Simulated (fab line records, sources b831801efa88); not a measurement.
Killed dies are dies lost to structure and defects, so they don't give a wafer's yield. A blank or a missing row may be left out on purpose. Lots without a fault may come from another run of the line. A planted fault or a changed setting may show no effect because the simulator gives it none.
A struck lot beside a sound one | flow gf180mcu | 15 steps out of a route of 602
Sound: wafers L637.3, L637.4, L637.6. Struck: wafer L638.5. (L638.4, L638.6 of the same lot were not struck and are left out.) The cause comes at the end.
At each step with rows: each side's tool, then ch and its chambers, then its first start. Under that, the readings that differ: sound wafers | struck wafers | difference of the means | sigmas: that difference in standard deviations of wafers without a fault.
alike: readings whose means differ by less than 2 such deviations, and words and numbers that are the same on both sides. not compared: withheld readings, readings that some wafer has no value for, bounds like >300 that may hide the same value, and numbers for which the record gives no deviation and whose values overlap.
The two part at a step that has a row with sigmas, a row that says differs or no value, or rows on one side only. Numbers that don't overlap but have no deviation are shown without sigmas and don't part them. A reading that every wafer of one side lacks parts them only if that side has two wafers or more.

GF_CONTACT_OVL_MEAS_15:
  sound on overlay-02, day 19 04:09; struck on overlay-01, day 19 08:29
  alike: CONTACT_OVL
GF_CONTACT_ETCH_16: etches BARC in N2/H2.
  sound on rie_diel-01 ch 0,1,3, day 19 04:11; struck on rie_diel-04 ch 1, day 19 08:32
  alike: drypump_motor_current_A, n2_flow_sccm, oes_product_au, throttle_valve_pct
GF_CONTACT_ETCH_17: etches SiO2 in C4F8/O2/Ar, stops on CoSi2, target depth 860 nm.
  sound on rie_diel-01 ch 0,1,3; struck on rie_diel-04 ch 1
  alike: oes_product_au
then, 5 steps without rows for these wafers: GF_CONTACT_STRIP_18 (strips in O2/N2); GF_CONTACT_CLEAN_19 (cleans in SPM); GF_CONTACT_CLEAN_20 (cleans in DIW); GF_CONTACT_CLEAN_21 (cleans in dHF, time 20 s); GF_CONTACT_SPUTTER_22 (material Ti, target thk 15 nm, time 80.02 s).
GF_CONTACT_SPUTTER_23: material TiN, target thk 10 nm, time 40 s.
  sound on pvd_sputter-04, day 19 04:47; struck on pvd_sputter-01, day 19 09:07
  alike: throttle_valve_pct
GF_CONTACT_CVD_24: deposits W, target thk 300 nm, time 90.339 s.
  sound on cvd_w-01 ch 0,1, day 19 04:52; struck on cvd_w-02 ch 0, day 19 09:11
  alike: heater_power_w
GF_CONTACT_RS_MEAS_25: measures by four-point-probe.
  sound on film_metro-01, day 19 04:58; struck on film_metro-03, day 19 09:23
  alike: CONTACT_W_RS
GF_CONTACT_THK_MEAS_26: measures by xrf.
  sound on film_metro-01, day 19 05:04; struck on film_metro-03, day 19 09:28
  reading            | sound       | struck | difference | sigmas
  CONTACT_W_THK (nm) | 296 291 296 | 306    | +12        | +2
GF_CONTACT_CMP_27: polishes, stops on SiO2, t overpolish 15 s, target thk 0 nm.
  sound on cmp-01 ch 0,1, day 19 05:07; struck on cmp-01 ch 0, day 19 09:36
  reading                 | sound                | struck | difference | sigmas
  head_pressure_psi (psi) | 3.509 3.500 3.499    | 1.954  | -1.549     | -99 or more
  overpolish_run_s (s)    | 15.011 15.024 15.002 | 0.042  | -14.970    | -99 or more
  time_to_endpoint_s (s)  | 67.5 74.6 67.8       | 116.4  | +46.4      | +15
  alike: motor_current_A, platen_rpm
GF_M1_SPUTTER_00: material Ti, target thk 37.5 nm, time 150 s.
  the record has rows for the sound wafers here (pvd_sputter-01, day 19 05:25) and none for the struck ones
-- the record jumps here: 12 days lie between the struck wafers' starts before and after (it left off in module M1 and takes up again in module PASSIVATION, whose first step shown is number 602 of the route) --
GF_PASSIVATION_PROBE_99:
  the record has rows for the struck wafers here (prober-02, day 31 16:07) and none for the sound ones

WHERE THEY PART
First at GF_CONTACT_THK_MEAS_26; last, within this record, at GF_PASSIVATION_PROBE_99.

WHY: what the simulator had put in
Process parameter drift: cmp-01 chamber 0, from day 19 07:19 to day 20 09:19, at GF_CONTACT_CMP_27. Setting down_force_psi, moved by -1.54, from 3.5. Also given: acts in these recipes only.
